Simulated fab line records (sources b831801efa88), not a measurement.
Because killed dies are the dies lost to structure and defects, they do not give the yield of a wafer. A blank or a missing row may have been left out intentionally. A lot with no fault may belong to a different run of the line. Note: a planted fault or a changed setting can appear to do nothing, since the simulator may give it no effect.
Matching of chambers | flow gf180mcu | 4 sister chambers for GF_V2_ETCH_16 on rie_diel-04
The step etches BARC in N2/H2. 8 wafers are shown with their chamber, then 12 later ones without.

== WAFERS PAIRED WITH THEIR CHAMBERS ==
wafer  | chamber | drypump_motor_current_A (A) | oes_product_au (a.u.)
L086.4 | 3       | 5.3                         | 0.853
L086.5 | 0       | 5.8                         | 0.860
L091.1 | 1       | 5.4                         | 0.860
L091.2 | 0       | 5.7                         | 0.854
L091.3 | 2       | 5.5                         | 0.851
L091.4 | 3       | 5.3                         | 0.856
L091.5 | 1       | 5.4                         | 0.854
L091.6 | 2       | 5.5                         | 0.853

== WAFERS WITH NO CHAMBER GIVEN ==
wafer  | drypump_motor_current_A (A) | oes_product_au (a.u.)
L094.2 | 5.4                         | 0.861
L094.5 | 5.8                         | 0.859
L094.6 | 5.3                         | 0.856
L096.1 | 5.3                         | 0.855
L096.2 | 5.4                         | 0.851
L096.3 | 5.8                         | 0.852
L096.4 | 5.8                         | 0.845
L096.5 | 5.4                         | 0.853
L096.6 | 5.3                         | 0.854
L097.1 | 5.5                         | 0.860
L097.3 | 5.4                         | 0.858
L097.4 | 5.8                         | 0.855

== THE CHAMBER EACH PASSED THROUGH ==
wafer  | from the rows above          | in truth
L094.2 | 1                            | 1
L094.5 | 0                            | 0
L094.6 | 3                            | 3
L096.1 | 3                            | 3
L096.2 | can't be placed: 1 or 2 or 3 | 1
L096.3 | 0                            | 0
L096.4 | 0                            | 0
L096.5 | can't be placed: 1 or 2 or 3 | 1
L096.6 | 3                            | 3
L097.1 | can't be placed: 2 or 1      | 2
L097.3 | 1                            | 1
L097.4 | 0                            | 0
Correctly placed: 9 of 12. These rows do not allow placing 3 (true chamber among the candidates in 3). Placed wrongly: 0.
How it was worked out, from the rows above alone: a wafer's distance from a chamber is the root of the sum, over the readings, of the square of ((its reading less the chamber's mean) divided by the reading's scatter). If the next closest chamber is less than 2 further off than the closest, the wafer can't be placed; otherwise it belongs to the closest. A chamber's mean is the mean of its shown wafers. The scatter: the root of (the sum of the squares of (reading less its chamber's mean) over the shown wafers, divided by (wafers less chambers)).
